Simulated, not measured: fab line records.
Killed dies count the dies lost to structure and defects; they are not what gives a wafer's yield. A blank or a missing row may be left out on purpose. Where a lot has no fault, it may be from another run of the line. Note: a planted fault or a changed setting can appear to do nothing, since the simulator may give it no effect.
One fault seen from 2 desks | flow gf180mcu | what lay behind the numbers comes last; until then each desk has only its own

AT THE METROLOGY DESK
Lot by lot, what the gauges showed, no matter which tool ran the lot: averages of those sampled wafers that carry a number. A lot is out of limits, marked OUT, if its mean lies more than 4 standard deviations from the usual mean; the brackets give that distance.
Columns: A = VT_IMPLANT_4_TW at GF_VT_IMPLANT_TW_MEAS_43, usual 694; B = PSD_OVL at GF_PSD_OVL_MEAS_08, usual 1.2 nm; C = SAB_OVL at GF_SAB_OVL_MEAS_10, usual -0.3 nm
lot  | first seen here | A            | B   | C
L341 | day 7 13:20     | 699          | 1.5 | 0.2
L343 | day 8 03:07     | 700          | 2.7 | -0.8
L347 | day 9 04:02     | 702          | 1.1 | -1.0
L349 | day 9 16:50     | 703          | 0.8 | 0.1
L351 | day 10 06:28    | 684          | 3.3 | -0.0
L352 | day 10 10:48    | 697          | 1.8 | 0.1
L353 | day 10 20:11    | 685          | 0.2 | -0.4
L354 | day 11 02:39    | 705          | 3.8 | -1.9
L357 | day 12 00:22    | 685          | 2.0 | 0.0
L361 | day 12 23:49    | 30 (-78) OUT | -   | -
L364 | day 13 16:10    | 704          | 2.9 | -0.9
Finding of this desk: L361 out of limits, first seen on L361 at day 12 23:49 (VT_IMPLANT_4_TW at GF_VT_IMPLANT_TW_MEAS_43). In limits: L341, L343, L347, L349, L351, L352, L353, L354, L357, L364.

TOOL OWNER'S DESK, plasma asher-03
The tool's own readings at GF_VT_IMPLANT_STRIP_31 (strips in O2/N2): means of the sampled wafers that have a number, for each lot that ran on this tool. A lot is out of limits, marked OUT, if its mean lies more than 4 standard deviations from the usual mean; the brackets give that distance.
Columns: A = drypump motor current A at GF_VT_IMPLANT_STRIP_31, usual 5.8 A; B = heater power w at GF_VT_IMPLANT_STRIP_31, usual 370 W; C = oes product au at GF_VT_IMPLANT_STRIP_31, usual 0.717 a.u.; D = strip time to endpoint s at GF_VT_IMPLANT_STRIP_31, usual 12.64 s
lot  | first seen here | A   | B   | C               | D
L341 | day 6 21:00     | 5.8 | 400 | 0.719           | 12.61
L347 | day 8 11:57     | 5.9 | 397 | 0.720           | 12.58
L349 | day 8 23:52     | 6.1 | 381 | 0.722           | 12.67
L351 | day 9 13:58     | 5.9 | 395 | 0.722           | 12.62
L352 | day 9 18:08     | 6.4 | 386 | 0.713           | 12.65
L353 | day 10 03:31    | 6.1 | 384 | 0.715           | 12.67
L354 | day 10 09:19    | 5.9 | 395 | 0.714           | 12.64
L361 | day 12 05:04    | 6.1 | 384 | 0.936 (+50) OUT | -
Finding of this desk: L361 out of limits; the first was L361 at day 12 05:04, on oes product au at GF_VT_IMPLANT_STRIP_31. In limits: L341, L347, L349, L351, L352, L353, L354.

BROUGHT TOGETHER
The tool owner's desk could have raised an alarm at day 12 05:04, on L361.
The metrology desk could have raised an alarm at day 12 23:49, on L361.
The lots listed all ran GF_VT_IMPLANT_STRIP_31 on plasma asher-03.

WHAT WAS PUT IN BY THE SIMULATOR
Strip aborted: plasma asher-03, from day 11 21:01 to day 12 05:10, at GF_VT_IMPLANT_STRIP_31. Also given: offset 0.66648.
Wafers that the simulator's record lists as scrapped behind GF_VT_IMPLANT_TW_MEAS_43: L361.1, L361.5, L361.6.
Lots struck among those shown: L361.
Time in hours from fault onset to the first out-of-limits reading at each desk: tool owner's desk 8, metrology desk 27.
